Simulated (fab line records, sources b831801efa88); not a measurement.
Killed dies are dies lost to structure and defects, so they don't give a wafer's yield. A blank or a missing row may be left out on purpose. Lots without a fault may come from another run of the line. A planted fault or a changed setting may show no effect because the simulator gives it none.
fab line records | flow gf180mcu
record lots=5 wafers=15 last_day=34
route steps=602 shown V3@452 M4@456 V4@476
lots that met no fault: from a run of the same line without faults
start_h: hours from the record's first day to the start of the lot's first wafer shown | wait_h: hours since the lot's step before | " the same as in the row above | L1.1+2: a row that stands for several wafers | - no value, or no start given | * or withheld: withheld | < > ~ a bound
route shown NAME@n: a module of which the file shows steps, and the number in the route of the first | usual: mean/standard deviation of fault-free wafers | same: alike in all rows | chamber/n: place in a boat | sites: the reading at each site | _std_site: their standard deviation | _edge_site: outer sites' mean less inner sites' | radius_mm: how far each site lies from the wafer's centre | mask NAME#n: copy n | behind: the tool/chamber that last shaped the wafer | hold: why the lot was held/for how many hours/how that ended | device: the transistor (n, p or np) that didn't switch | end of line: the same wafers' tests at the end of the route | a step without rows: its recipe alone | killed: dies lost to structure and defects at the first sort, not the wafer's yield | map: a wafer's dies, x killed, . not, _ none there
set.NAME: the setting as run; set.NAME@STEP: as run at that earlier step | model.NAME: the simulator's own value behind a step, which no gauge read
lots at some steps of the route; a table a step, a row a wafer
services: from which hour (start_h, from the record's first day; less than 0 if before it) a tool's chamber was out of use, for how many hours, and why
## steps
# step GF_V3_CVD_23
# recipe material=W target_thk_nm=350 time_s=104.9 temp_c=400 pressure_torr=40
# usual heater_power_w=868/30
# same time_s=104.9
# columns lot.wafer tool chamber start_h wait_h heater_power_w
L079.1 cvd_w-02 0 554.97 0.0 872
L079.3 " 0 " " 842
L079.6 " 0 " " 859
L086.1 cvd_w-01 0 603.57 0.0 818
L086.5 " 0 " " 829
L086.6 " 1 " " 905
L089.1 cvd_w-01 1 636.20 0.0 910
L089.2 " 0 " " 820
L089.3 " 1 " " 934
L091.1 cvd_w-02 0 664.95 0.0 828
L091.2 " 1 " " 871
L091.4 " 1 " " 874
L094.1 cvd_w-02 0 690.55 0.0 857
L094.3 " 0 " " 891
L094.4 " 1 " " 870
# step GF_V3_RS_MEAS_24
# recipe thk_meas_gauge=four-point-probe reads=W_of_V3_CVD_23+TiN_of_V3_SPUTTER_22+Ti_of_V3_SPUTTER_21
# usual V3_W_RS=0.331/0.0035
# columns lot.wafer tool chamber start_h wait_h V3_W_RS[ohm/sq]
L079.1 film_metro-04 - 555.09 0.1 0.333
L079.3 " - " " 0.330
L079.6 " - " " 0.334
L086.1 film_metro-04 - 603.68 0.1 0.334
L086.5 " - " " 0.332
L086.6 " - " " 0.336
L089.1 film_metro-03 - 636.31 0.1 0.330
L089.2 " - " " 0.323
L089.3 " - " " 0.329
L091.1 film_metro-04 - 665.06 0.1 0.327
L091.2 " - " " 0.328
L091.4 " - " " 0.330
L094.1 film_metro-02 - 690.66 0.1 0.331
L094.3 " - " " 0.328
L094.4 " - " " 0.332
# step GF_V3_THK_MEAS_25
# recipe thk_meas_gauge=xrf reads=W_of_V3_CVD_23
# usual V3_W_THK=344/5.2
# columns lot.wafer tool chamber start_h wait_h V3_W_THK[nm]
L079.1 film_metro-04 - 555.21 0.1 344
L079.3 " - " " 349
L079.6 " - " " 341
L086.1 film_metro-04 - 603.80 0.1 348
L086.5 " - " " 347
L086.6 " - " " 345
L089.1 film_metro-03 - 636.43 0.1 342
L089.2 " - " " 350
L089.3 " - " " 345
L091.1 film_metro-04 - 665.18 0.1 349
L091.2 " - " " 348
L091.4 " - " " 345
L094.1 film_metro-02 - 690.78 0.1 343
L094.3 " - " " 347
L094.4 " - " " 341
# step GF_V3_CMP_26
# recipe stop_on=SiO2 down_force_psi=3.5 platen_rpm=60 t_overpolish_s=15 target_thk_nm=0 pad_velocity_m_s=0.94248
# usual motor_current_A=10.5/0.83 overpolish_run_s=15.001/0.0087 retaining_ring_pressure_frac=1.001/0.005 time_to_endpoint_s=82/3.7
# same t_overpolish_s=15
# columns lot.wafer tool chamber start_h wait_h motor_current_A overpolish_run_s retaining_ring_pressure_frac time_to_endpoint_s
L079.3 cmp-01 1 555.37 0.1 10.6 15.011 1.002 85
L079.1 " 2 " " 9.9 15.016 1.008 82
L079.6 " 3 " " 8.9 14.998 1.006 85
L086.1 cmp-01 3 603.86 0.1 8.4 14.987 1.003 80
L086.5 " 3 " " 8.8 15.018 1.004 82
L086.6 " 0 " " 11.5 15.001 1.009 74
L089.2 cmp-01 1 636.80 0.3 10.7 14.993 1.003 86
L089.3 " 2 " " 9.6 15.003 1.005 86
L089.1 " 3 " " 9.1 14.992 1.003 84
L091.4 cmp-01 0 665.24 0.0 11.5 15.004 0.995 77
L091.2 " 2 " " 9.7 14.992 0.998 81
L091.1 " 3 " " 9.3 14.992 1.002 87
L094.4 cmp-02 3 690.89 0.1 11.2 15.003 1.009 78
L094.3 " 0 " " 11.0 14.999 1.002 80
L094.1 " 1 " " 11.9 15.003 0.993 83
# step GF_M4_SPUTTER_00
# recipe material=Ti target_thk_nm=37.5 arriving_ion_energy_ev=80 substrate_temp_c=200 chamber_pressure_pa=2 power_w=4000 time_s=150
# usual cathode_dc_power_W=4000.0/0.76 throttle_valve_pct=30.2/1.6
# same time_s=150
# columns lot.wafer tool chamber start_h wait_h cathode_dc_power_W throttle_valve_pct
L079.1 pvd_sputter-01 - 555.57 0.1 3999.5 30.9
L079.3 " - " " 3999.5 29.9
L079.6 " - " " 3999.7 32.8
L086.1 pvd_sputter-04 - 604.16 0.2 4000.9 28.3
L086.5 " - " " 3999.0 28.2
L086.6 " - " " 4001.1 29.7
L089.1 pvd_sputter-03 - 637.05 0.1 3999.4 27.4
L089.2 " - " " 3999.8 31.1
L089.3 " - " " 4000.8 30.1
L091.1 pvd_sputter-01 - 665.54 0.1 4000.3 30.7
L091.2 " - " " 3999.3 33.1
L091.4 " - " " 3999.9 32.2
L094.1 pvd_sputter-03 - 691.14 0.1 4000.4 30.1
L094.3 " - " " 3999.6 31.1
L094.4 " - " " 3999.9 29.4
# step GF_M4_SPUTTER_01
# recipe material=TiN target_thk_nm=30 power_w=6500 time_s=25 chamber_pressure_pa=0.4
# usual cathode_dc_power_W=6500.0/1.1 throttle_valve_pct=30.2/1.6
# same time_s=25
# columns lot.wafer tool chamber start_h wait_h cathode_dc_power_W throttle_valve_pct
L079.1 pvd_sputter-01 - 555.67 0.1 6499.5 30.9
L079.3 " - " " 6500.6 30.1
L079.6 " - " " 6500.4 33.1
L086.1 pvd_sputter-04 - 604.26 0.1 6500.4 28.4
L086.5 " - " " 6499.7 28.3
L086.6 " - " " 6501.0 29.6
L089.1 pvd_sputter-03 - 637.15 0.1 6499.6 27.2
L089.2 " - " " 6500.5 31.0
L089.3 " - " " 6498.3 29.9
L091.1 pvd_sputter-01 - 665.64 0.1 6500.6 30.9
L091.2 " - " " 6498.2 32.8
L091.4 " - " " 6500.0 32.4
L094.1 pvd_sputter-03 - 691.24 0.1 6499.2 30.2
L094.3 " - " " 6498.2 31.2
L094.4 " - " " 6499.4 29.8
# step GF_M4_SPUTTER_02
# recipe material=AlCu target_thk_nm=450 power_w=10600 time_s=23.9 chamber_pressure_pa=0.4
# usual cathode_dc_power_W=10600/2.1 throttle_valve_pct=30.2/1.6
# same time_s=23.9
# columns lot.wafer tool chamber start_h wait_h cathode_dc_power_W throttle_valve_pct
L079.1 pvd_sputter-01 - 555.70 0.0 10602 30.8
L079.3 " - " " 10597 29.8
L079.6 " - " " 10603 32.9
L086.1 pvd_sputter-04 - 604.29 0.0 10599 28.1
L086.5 " - " " 10600 28.2
L086.6 " - " " 10601 29.4
L089.1 pvd_sputter-03 - 637.18 0.0 10602 27.6
L089.2 " - " " 10604 31.0
L089.3 " - " " 10601 30.1
L091.1 pvd_sputter-01 - 665.67 0.0 10603 30.9
L091.2 " - " " 10600 33.0
L091.4 " - " " 10600 32.4
L094.1 pvd_sputter-03 - 691.27 0.0 10599 30.0
L094.3 " - " " 10596 31.0
L094.4 " - " " 10602 29.6
# step GF_M4_SPUTTER_03
# recipe material=Ti target_thk_nm=10 substrate_temp_c=300 chamber_pressure_pa=0.3 power_w=3000 time_s=6.7
# usual cathode_dc_power_W=3000.0/0.55 throttle_valve_pct=30.2/1.6
# same time_s=6.7
# columns lot.wafer tool chamber start_h wait_h cathode_dc_power_W throttle_valve_pct
L079.1 pvd_sputter-01 - 555.73 0.0 2999.0 30.8
L079.3 " - " " 3000.2 30.0
L079.6 " - " " 2999.9 32.9
L086.1 pvd_sputter-04 - 604.32 0.0 3000.0 28.3
L086.5 " - " " 3000.3 28.3
L086.6 " - " " 3000.7 29.6
L089.1 pvd_sputter-03 - 637.21 0.0 2999.7 27.1
L089.2 " - " " 3000.0 31.0
L089.3 " - " " 3000.0 30.1
L091.1 pvd_sputter-01 - 665.70 0.0 3000.0 30.9
L091.2 " - " " 3000.0 33.0
L091.4 " - " " 3000.4 32.5
L094.1 pvd_sputter-03 - 691.30 0.0 2999.8 30.0
L094.3 " - " " 3000.5 31.2
L094.4 " - " " 2999.5 29.4
# step GF_M4_SPUTTER_04
# recipe material=TiN target_thk_nm=50 power_w=6500 time_s=41.7 chamber_pressure_pa=0.4
# usual cathode_dc_power_W=6500.1/1.2 throttle_valve_pct=30.2/1.6
# same time_s=41.7
# columns lot.wafer tool chamber start_h wait_h cathode_dc_power_W throttle_valve_pct
L079.1 pvd_sputter-01 - 555.75 0.0 6501.7 30.7
L079.3 " - " " 6500.1 30.0
L079.6 " - " " 6500.2 32.7
L086.1 pvd_sputter-04 - 604.34 0.0 6498.4 28.4
L086.5 " - " " 6499.1 28.4
L086.6 " - " " 6499.9 29.9
L089.1 pvd_sputter-03 - 637.23 0.0 6499.3 27.3
L089.2 " - " " 6501.2 31.0
L089.3 " - " " 6499.6 30.2
L091.1 pvd_sputter-01 - 665.72 0.0 6500.2 31.0
L091.2 " - " " 6499.4 32.8
L091.4 " - " " 6500.3 32.7
L094.1 pvd_sputter-03 - 691.32 0.0 6499.0 30.2
L094.3 " - " " 6500.5 31.0
L094.4 " - " " 6498.9 29.8
# step GF_M4_RS_MEAS_05
# recipe thk_meas_gauge=four-point-probe reads=TiN_of_M4_SPUTTER_04+Ti_of_M4_SPUTTER_03+AlCu_of_M4_SPUTTER_02+TiN_of_M4_SPUTTER_01+Ti_of_M4_SPUTTER_00
# usual M4_ALCU_RS=0.0695/0.00094
# columns lot.wafer tool chamber start_h wait_h M4_ALCU_RS[ohm/sq]
L079.1 film_metro-03 - 555.79 0.0 0.0701
L079.3 " - " " 0.0692
L079.6 " - " " 0.0692
L086.1 film_metro-04 - 604.38 0.0 0.0702
L086.5 " - " " 0.0694
L086.6 " - " " 0.0704
L089.1 film_metro-04 - 637.27 0.0 0.0693
L089.2 " - " " 0.0697
L089.3 " - " " 0.0689
L091.1 film_metro-03 - 665.76 0.0 0.0687
L091.2 " - " " 0.0680
L091.4 " - " " 0.0691
L094.1 film_metro-03 - 691.36 0.0 0.0677
L094.3 " - " " 0.0692
L094.4 " - " " 0.0686
# step GF_M4_THK_MEAS_06
# recipe thk_meas_gauge=xrf reads=AlCu_of_M4_SPUTTER_02
# usual M4_ALCU_THK=453/6.7
# columns lot.wafer tool chamber start_h wait_h M4_ALCU_THK[nm]
L079.1 film_metro-03 - 555.91 0.1 446
L079.3 " - " " 449
L079.6 " - " " 451
L086.1 film_metro-04 - 604.50 0.1 452
L086.5 " - " " 457
L086.6 " - " " 450
L089.1 film_metro-04 - 637.39 0.1 454
L089.2 " - " " 453
L089.3 " - " " 456
L091.1 film_metro-03 - 665.88 0.1 455
L091.2 " - " " 457
L091.4 " - " " 453
L094.1 film_metro-03 - 691.48 0.1 464
L094.3 " - " " 451
L094.4 " - " " 454
# step GF_M4_DEHYDRATE_07
# recipe temp_c=200 time_s=60
# usual resist_line_temp_C=23.00/0.094
# same time_s=60
# columns lot.wafer tool chamber start_h wait_h resist_line_temp_C
L079.1 litho_track-03 0 565.98 10.1 23.18
L079.3 " 0 " " 22.88
L079.6 " 0 " " 23.06
L086.1 litho_track-03 0 614.38 9.9 23.03
L086.5 " 0 " " 22.99
L086.6 " 0 " " 23.04
L089.1 litho_track-03 0 647.08 9.7 23.11
L089.2 " 0 " " 23.08
L089.3 " 0 " " 23.10
L091.1 litho_track-03 0 674.78 8.9 23.09
L091.2 " 0 " " 22.82
L091.4 " 0 " " 22.96
L094.1 litho_track-03 0 700.03 8.5 23.05
L094.3 " 0 " " 22.88
L094.4 " 0 " " 22.94
# step GF_M4_HMDS_08
# recipe prime_time_s=60 prime_temp_c=120
# usual resist_line_temp_C=23.03/0.1
# columns lot.wafer tool chamber start_h wait_h resist_line_temp_C
L079.1 litho_track-03 0 566.13 0.1 22.89
L079.3 " 0 " " 23.00
L079.6 " 0 " " 23.02
L086.1 litho_track-03 0 614.53 0.1 23.03
L086.5 " 0 " " 23.14
L086.6 " 0 " " 23.14
L089.1 litho_track-03 0 647.23 0.1 23.06
L089.2 " 0 " " 23.01
L089.3 " 0 " " 23.10
L091.1 litho_track-03 0 674.93 0.1 23.02
L091.2 " 0 " " 23.01
L091.4 " 0 " " 22.86
L094.1 litho_track-03 0 700.18 0.1 23.08
L094.3 " 0 " " 23.22
L094.4 " 0 " " 23.02
# step GF_M4_COAT_09
# recipe resist=KrF spin_rpm=withheld resist_thk_nm=1000
# usual resist_line_temp_C=23.00/0.11
# columns lot.wafer tool chamber start_h wait_h resist_line_temp_C
L079.1 litho_track-03 0 566.28 0.1 22.95
L079.3 " 0 " " 23.01
L079.6 " 0 " " 22.98
L086.1 litho_track-03 0 614.68 0.1 22.86
L086.5 " 0 " " 22.92
L086.6 " 0 " " 22.86
L089.1 litho_track-03 0 647.38 0.1 23.02
L089.2 " 0 " " 23.11
L089.3 " 0 " " 23.21
L091.1 litho_track-03 0 675.08 0.1 23.06
L091.2 " 0 " " 23.04
L091.4 " 0 " " 23.13
L094.1 litho_track-03 0 700.33 0.1 23.05
L094.3 " 0 " " 23.24
L094.4 " 0 " " 23.39
# step GF_M4_SOFTBAKE_10
# recipe temp_c=130 time_s=60 resist=KrF
# usual resist_line_temp_C=22.97/0.11
# same time_s=60
# columns lot.wafer tool chamber start_h wait_h resist_line_temp_C
L079.1 litho_track-03 0 566.43 0.1 22.94
L079.3 " 0 " " 23.00
L079.6 " 0 " " 22.98
L086.1 litho_track-03 0 614.83 0.1 22.91
L086.5 " 0 " " 22.92
L086.6 " 0 " " 22.97
L089.1 litho_track-03 0 647.53 0.1 22.77
L089.2 " 0 " " 22.75
L089.3 " 0 " " 22.94
L091.1 litho_track-03 0 675.23 0.1 22.88
L091.2 " 0 " " 22.92
L091.4 " 0 " " 22.96
L094.1 litho_track-03 0 700.48 0.1 22.91
L094.3 " 0 " " 22.97
L094.4 " 0 " " 23.02
# step GF_M4_EXPOSE_11
# recipe mask_id=Metal4 target_cd_nm=280 na=0.68 source_shape=conventional sigma_outer=0.6 dose_mj=28
# same na=0.68
# columns lot.wafer tool chamber start_h wait_h mask
L079.1+3+6 krf_scanner-02 0 - - Metal4#0
L086.1+5+6 krf_scanner-02 0 - - Metal4#0
L089.1+2+3 krf_scanner-02 0 - - Metal4#0
L091.1+2+4 krf_scanner-02 0 - - Metal4#0
L094.1+3+4 krf_scanner-01 0 - - Metal4#0
# step GF_M4_PEB_12
# recipe peb_temp_c=135 peb_time_s=90 resist=KrF
# usual resist_line_temp_C=23.01/0.1
# columns lot.wafer tool chamber start_h wait_h resist_line_temp_C
L079.1 litho_track-04 0 - - 22.98
L079.3 " 0 " " 23.01
L079.6 " 0 " " 22.81
L086.1 litho_track-02 0 - - 22.83
L086.5 " 0 " " 22.97
L086.6 " 0 " " 22.99
L089.1 litho_track-03 0 - - 23.04
L089.2 " 0 " " 23.23
L089.3 " 0 " " 23.04
L091.1 litho_track-03 0 - - 23.03
L091.2 " 0 " " 22.98
L091.4 " 0 " " 23.17
L094.1 litho_track-03 0 - - 23.15
L094.3 " 0 " " 23.15
L094.4 " 0 " " 23.12
# step GF_M4_DEVELOP_13
# recipe develop_time_s=60 dev_temp_c=21
# usual resist_line_temp_C=23.00/0.098
# columns lot.wafer tool chamber start_h wait_h resist_line_temp_C
L079.1 litho_track-04 0 577.24 0.2 23.02
L079.3 " 0 " " 22.87
L079.6 " 0 " " 23.02
L086.1 litho_track-02 0 625.25 0.2 22.85
L086.5 " 0 " " 22.98
L086.6 " 0 " " 22.98
L089.1 litho_track-03 0 656.98 0.2 22.90
L089.2 " 0 " " 23.05
L089.3 " 0 " " 22.85
L091.1 litho_track-03 0 683.93 0.2 23.07
L091.2 " 0 " " 22.97
L091.4 " 0 " " 22.92
L094.1 litho_track-03 0 708.88 0.2 22.96
L094.3 " 0 " " 22.95
L094.4 " 0 " " 23.11
# step GF_M4_CD_MEAS_14
# recipe target_cd_nm=280
# usual cd_nm=280.2/1.1
# columns lot.wafer tool chamber start_h wait_h cd_nm
L079.1 cd_sem-01 - 577.39 0.1 278.2
L079.3 " - " " 278.9
L079.6 " - " " 279.2
L086.1 cd_sem-02 - 625.41 0.1 278.4
L086.5 " - " " 279.9
L086.6 " - " " 279.7
L089.1 cd_sem-02 - 657.13 0.1 280.6
L089.2 " - " " 280.9
L089.3 " - " " 280.2
L091.1 cd_sem-01 - 684.08 0.1 277.9
L091.2 " - " " 279.3
L091.4 " - " " 278.4
L094.1 cd_sem-01 - 709.03 0.1 280.7
L094.3 " - " " 280.5
L094.4 " - " " 279.9
# step GF_M4_OVL_MEAS_15
# usual M4_OVL=0/5.8
# columns lot.wafer tool chamber start_h wait_h M4_OVL[nm]
L079.1 overlay-02 - 577.51 0.1 1
L079.3 " - " " -13
L079.6 " - " " 1
L086.1 overlay-01 - 625.53 0.1 -13
L086.5 " - " " -6
L086.6 " - " " -4
L089.1 overlay-01 - 657.25 0.1 10
L089.2 " - " " 5
L089.3 " - " " 3
L091.1 overlay-01 - 684.20 0.1 5
L091.2 " - " " 4
L091.4 " - " " 4
L094.1 overlay-01 - 709.15 0.1 1
L094.3 " - " " 4
L094.4 " - " " 9
# step GF_M4_METAL_ETCH_16
# recipe chemistry=Cl2/BCl3 mask_material=KrF target_depth_nm=627.5 stop_on=SiO2 pressure_mtorr=8 icp_w=800 bias_w=140 Cl2_flow_sccm=80 bcl3_flow_sccm=40 time_s=104.6
# usual bias_w=140.0/0.38 drypump_motor_current_A=5.7/0.79 oes_product_au=0.972/0.0073 throttle_valve_pct=28.250/0.011
# same time_s=104.6
# columns lot.wafer tool chamber start_h wait_h bias_w drypump_motor_current_A oes_product_au rf_hours_counter_h throttle_valve_pct
L079.1 rie_metal-04 1 577.55 0.0 139.9 6.5 0.974 6 28.255
L079.3 " 1 " " 139.6 6.5 0.972 - 28.250
L079.6 " 0 " " 140.1 6.7 0.974 - 28.249
L086.1 rie_metal-04 0 625.57 0.0 139.6 6.7 0.972 4 28.259
L086.5 " 1 " " 140.6 6.5 0.979 - 28.269
L086.6 " 0 " " 140.0 6.7 0.969 - 28.248
L089.1 rie_metal-04 1 657.28 0.0 140.1 6.6 0.980 8 28.246
L089.2 " 0 " " 140.1 6.7 0.974 5 28.246
L089.3 " 1 " " 140.2 6.5 0.967 - 28.251
L091.1 rie_metal-01 0 684.23 0.0 140.1 4.6 0.981 13 28.250
L091.2 " 1 " " 140.3 5.3 0.974 10 28.238
L091.4 " 0 " " 140.5 4.6 0.978 - 28.236
L094.1 rie_metal-01 0 709.18 0.0 140.2 4.6 0.992 14 28.255
L094.3 " 1 " " 139.6 5.3 0.979 - 28.259
L094.4 " 0 " " 140.6 4.6 0.973 - 28.246
# step GF_M4_STRIP_17
# recipe chemistry=O2/N2 power_w=1400 pressure_mtorr=1500 platen_temp_c=250 o2_flow_sccm=3000 n2_flow_sccm=300 overash_fraction=0.5
# usual drypump_motor_current_A=5.7/0.34 heater_power_w=335/40 oes_product_au=0.558/0.0053 strip_time_to_endpoint_s=7.90/0.044
# columns lot.wafer tool chamber start_h wait_h drypump_motor_current_A heater_power_w oes_product_au rf_hours_counter_h strip_time_to_endpoint_s
L079.1 plasma_asher-04 1 577.66 0.1 5.7 399 0.558 46 7.91
L079.3 " 1 " " 5.7 407 0.550 - 7.89
L079.6 " 1 " " 5.7 390 0.565 - 7.87
L086.1 plasma_asher-02 1 625.68 0.1 5.8 329 0.564 104 7.91
L086.5 " 1 " " 5.8 326 0.563 - 7.90
L086.6 " 0 " " 5.2 317 0.560 - 7.94
L089.1 plasma_asher-04 1 657.40 0.1 5.7 404 0.551 56 7.87
L089.2 " 0 " " 5.7 307 0.564 56 7.87
L089.3 " 1 " " 5.7 396 0.563 - 7.91
L091.1 plasma_asher-04 0 684.34 0.1 5.6 301 0.552 58 7.88
L091.2 " 1 " " 5.7 400 0.563 58 7.88
L091.4 " 0 " " 5.7 307 0.553 - 7.90
L094.1 plasma_asher-02 1 709.29 0.1 5.8 332 0.564 110 7.89
L094.3 " 1 " " 5.8 329 0.559 - 7.84
L094.4 " 0 " " 5.3 317 0.567 - 7.90
# step GF_M4_STRIP_18
# recipe chemistry=post_etch_residue_remover time_s=1200 temp_c=72.5
# same time_s=1200
# columns lot.wafer tool chamber start_h wait_h
L079.1+3+6 wet_bench-04 3 577.76 0.1
L086.1+5+6 wet_bench-04 2 625.78 0.1
L089.1+2+3 wet_bench-04 2 657.50 0.1
L091.1+2+4 wet_bench-03 1 684.44 0.1
L094.1+3+4 wet_bench-01 2 709.39 0.1
# step GF_M4_CLEAN_19
# recipe chemistry=DIW dry=n2_spin
# columns lot.wafer tool chamber start_h wait_h
L079.1+3+6 wet_bench-03 3 578.17 0.0
L086.1+5+6 wet_bench-04 1 626.12 0.0
L089.1+2+3 wet_bench-03 3 657.87 0.0
L091.1+2+4 wet_bench-04 3 684.79 0.0
L094.1+3+4 wet_bench-04 3 709.74 0.0
# step GF_V4_CVD_00
# recipe material=SiO2 target_thk_nm=600 sigma_open_frac=0.3 temp_c=400 time_s=100 sih4_flow_sccm=60 pressure_mtorr=6
# same time_s=100
# columns lot.wafer tool chamber start_h wait_h
L079.1+3+6 hdpcvd-02 2,1,1 578.26 0.0
L086.1+5+6 hdpcvd-01 0,1,0 626.22 0.0
L089.1+2+3 hdpcvd-02 0,2,1 657.96 0.0
L091.1+2+4 hdpcvd-01 0,2,0 684.88 0.0
L094.1+3+4 hdpcvd-01 2,1,2 709.83 0.0
# step GF_V4_THK_MEAS_01
# recipe reads=SiO2_of_V4_CVD_00
# usual V4_CVD_00_THK=600/6.6
# columns lot.wafer tool chamber start_h wait_h V4_CVD_00_THK[nm]
L079.1 film_metro-02 - 578.37 0.1 602
L079.3 " - " " 599
L079.6 " - " " 596
L086.1 film_metro-01 - 626.29 0.0 601
L086.5 " - " " 604
L086.6 " - " " 590
L089.1 film_metro-03 - 658.03 0.0 601
L089.2 " - " " 607
L089.3 " - " " 602
L091.1 film_metro-02 - 684.95 0.0 600
L091.2 " - " " 612
L091.4 " - " " 599
L094.1 film_metro-02 - 709.90 0.0 603
L094.3 " - " " 605
L094.4 " - " " 603
# step GF_V4_CVD_02
# recipe material=SiO2 target_thk_nm=850 precursor=TEOS temp_c=400 time_s=94.851 rf_w=600
# usual heater_power_w=610/80
# same time_s=94.851
# columns lot.wafer tool chamber start_h wait_h heater_power_w
L079.1 pecvd-01 1 578.43 0.1 564
L079.3 " 2 " " 534
L079.6 " 2 " " 421
L086.1 pecvd-03 1 626.35 0.1 719
L086.5 " 2 " " 490
L086.6 " 0 " " 659
L089.1 pecvd-04 1 658.09 0.1 666
L089.2 " 0 " " 545
L089.3 " 2 " " 627
L091.1 pecvd-01 2 685.01 0.1 515
L091.2 " 0 " " 674
L091.4 " 1 " " 562
L094.1 pecvd-03 2 709.96 0.1 590
L094.3 " 0 " " 545
L094.4 " 2 " " 634
# step GF_V4_THK_MEAS_03
# recipe reads=SiO2_of_V4_CVD_02
# usual V4_CVD_02_THK=850/12
# columns lot.wafer tool chamber start_h wait_h V4_CVD_02_THK[nm]
L079.1 film_metro-03 - 578.50 0.0 857
L079.3 " - " " 838
L079.6 " - " " 851
L086.1 film_metro-03 - 626.42 0.0 841
L086.5 " - " " 856
L086.6 " - " " 858
L089.1 film_metro-03 - 658.21 0.1 848
L089.2 " - " " 833
L089.3 " - " " 827
L091.1 film_metro-03 - 685.08 0.0 842
L091.2 " - " " 844
L091.4 " - " " 858
L094.1 film_metro-03 - 710.03 0.0 853
L094.3 " - " " 856
L094.4 " - " " 873
# step GF_V4_CMP_04
# recipe material=SiO2 down_force_psi=4 platen_rpm=60 pad_velocity_m_s=0.94248
# usual motor_current_A=11.4/0.86 retaining_ring_pressure_frac=0.999/0.0047 time_to_endpoint_s=78/5.2
# columns lot.wafer tool chamber start_h wait_h motor_current_A retaining_ring_pressure_frac time_to_endpoint_s
L079.3 cmp-01 2 578.56 0.0 10.4 1.001 77
L079.1 " 3 " " 10.4 0.999 82
L079.6 " 3 " " 10.7 1.001 82
L086.1 cmp-02 2 626.48 0.1 10.6 0.999 72
L086.5 " 2 " " 10.8 1.004 75
L086.6 " 3 " " 12.4 1.003 76
L089.1 cmp-02 1 658.27 0.1 12.1 0.998 81
L089.2 " 2 " " 10.2 1.003 72
L089.3 " 0 " " 11.5 1.000 71
L091.1 cmp-02 2 685.14 0.1 10.6 1.002 75
L091.2 " 3 " " 12.0 1.002 75
L091.4 " 0 " " 11.5 1.002 83
L094.3 cmp-02 3 710.09 0.0 11.6 1.002 80
L094.4 " 0 " " 11.2 1.012 87
L094.1 " 2 " " 10.7 0.999 84
# step GF_V4_BOW_MEAS_05
# recipe mode=bow
# usual V4_BOW=136/8.6
# columns lot.wafer tool chamber start_h wait_h V4_BOW[um]
L079.1 film_metro-03 - 578.86 0.2 139
L079.3 " - " " 132
L079.6 " - " " 131
L086.1 film_metro-02 - 626.78 0.2 148
L086.5 " - " " 146
L086.6 " - " " 156
L089.1 film_metro-03 - 658.57 0.2 118
L089.2 " - " " 128
L089.3 " - " " 126
L091.1 film_metro-01 - 685.44 0.2 138
L091.2 " - " " 117
L091.4 " - " " 138
L094.1 film_metro-01 - 710.39 0.1 125
L094.3 " - " " 135
L094.4 " - " " 139
# step GF_V4_DEHYDRATE_06
# recipe temp_c=200 time_s=60
# usual resist_line_temp_C=23.02/0.096
# same time_s=60
# columns lot.wafer tool chamber start_h wait_h resist_line_temp_C
L079.1 litho_track-01 0 589.08 10.2 23.07
L079.3 " 0 " " 22.97
L079.6 " 0 " " 22.84
L086.1 litho_track-02 0 636.35 9.6 23.08
L086.5 " 0 " " 22.99
L086.6 " 0 " " 22.94
L089.1 litho_track-01 0 668.03 9.4 22.91
L089.2 " 0 " " 23.01
L089.3 " 0 " " 23.05
L091.1 litho_track-02 0 694.65 9.2 22.93
L091.2 " 0 " " 22.88
L091.4 " 0 " " 23.06
L094.1 litho_track-04 0 719.14 8.7 22.99
L094.3 " 0 " " 22.87
L094.4 " 0 " " 22.85
# step GF_V4_HMDS_07
# recipe prime_time_s=60 prime_temp_c=120
# usual resist_line_temp_C=23.02/0.12
# columns lot.wafer tool chamber start_h wait_h resist_line_temp_C
L079.1 litho_track-01 0 589.23 0.1 23.12
L079.3 " 0 " " 23.08
L079.6 " 0 " " 23.07
L086.1 litho_track-02 0 636.50 0.1 23.04
L086.5 " 0 " " 23.08
L086.6 " 0 " " 22.99
L089.1 litho_track-01 0 668.18 0.1 23.19
L089.2 " 0 " " 23.26
L089.3 " 0 " " 23.18
L091.1 litho_track-02 0 694.80 0.1 22.99
L091.2 " 0 " " 23.10
L091.4 " 0 " " 23.09
L094.1 litho_track-04 0 719.29 0.1 22.94
L094.3 " 0 " " 22.83
L094.4 " 0 " " 23.05
# step GF_V4_COAT_08
# recipe resist=BARC temp_c=withheld time_s=withheld spin_rpm=withheld resist_thk_nm=withheld
# usual resist_line_temp_C=*
# columns lot.wafer tool chamber start_h wait_h resist_line_temp_C
L079.1 litho_track-01 0 589.38 0.1 *
L079.3 " 0 " " *
L079.6 " 0 " " *
L086.1 litho_track-02 0 636.65 0.1 *
L086.5 " 0 " " *
L086.6 " 0 " " *
L089.1 litho_track-01 0 668.33 0.1 *
L089.2 " 0 " " *
L089.3 " 0 " " *
L091.1 litho_track-02 0 694.95 0.1 *
L091.2 " 0 " " *
L091.4 " 0 " " *
L094.1 litho_track-04 0 719.44 0.1 *
L094.3 " 0 " " *
L094.4 " 0 " " *
# step GF_V4_COAT_09
# recipe resist=KrF spin_rpm=withheld resist_thk_nm=1000
# usual resist_line_temp_C=23.01/0.1
# columns lot.wafer tool chamber start_h wait_h resist_line_temp_C
L079.1 litho_track-01 0 - - 23.00
L079.3 " 0 " " 23.05
L079.6 " 0 " " 23.08
L086.1 litho_track-02 0 - - 22.96
L086.5 " 0 " " 23.06
L086.6 " 0 " " 22.91
L089.1 litho_track-01 0 - - 22.93
L089.2 " 0 " " 22.98
L089.3 " 0 " " 23.01
L091.1 litho_track-02 0 - - 23.24
L091.2 " 0 " " 23.12
L091.4 " 0 " " 23.16
L094.1 litho_track-04 0 - - 23.04
L094.3 " 0 " " 23.07
L094.4 " 0 " " 22.99
## services
# columns tool chamber start_h hours kind
cmp-02 - 532.18 1.6 repair
hdpcvd-02 - 539.25 15.0 pm
krf_scanner-02 - 545.73 1.4 repair
cmp-01 - 550.66 3.8 repair
cmp-02 - 556.84 0.8 repair
cmp-02 - 558.09 3.1 repair
cmp-02 - 572.00 4.0 pm
krf_scanner-02 - 572.71 1.0 pm
cvd_w-02 - 574.59 1.3 repair
plasma_asher-04 - 576.70 0.7 repair
krf_scanner-02 - 584.24 0.8 repair
cmp-02 - 584.89 6.6 pm
krf_scanner-02 - 621.08 0.6 repair
cmp-01 - 624.35 0.9 repair
cmp-02 - 632.17 4.6 pm
cmp-02 - 648.95 2.2 repair
pvd_sputter-01 - 653.32 5.3 repair
krf_scanner-02 - 654.33 1.3 pm
krf_scanner-02 - 656.05 0.8 pm
krf_scanner-02 - 667.52 0.8 pm
plasma_asher-04 - 688.67 1.4 repair
cmp-01 - 695.65 38.3 repair
pvd_sputter-01 - 698.74 11.2 repair
krf_scanner-02 - 702.32 5.5 repair
## key
fault none
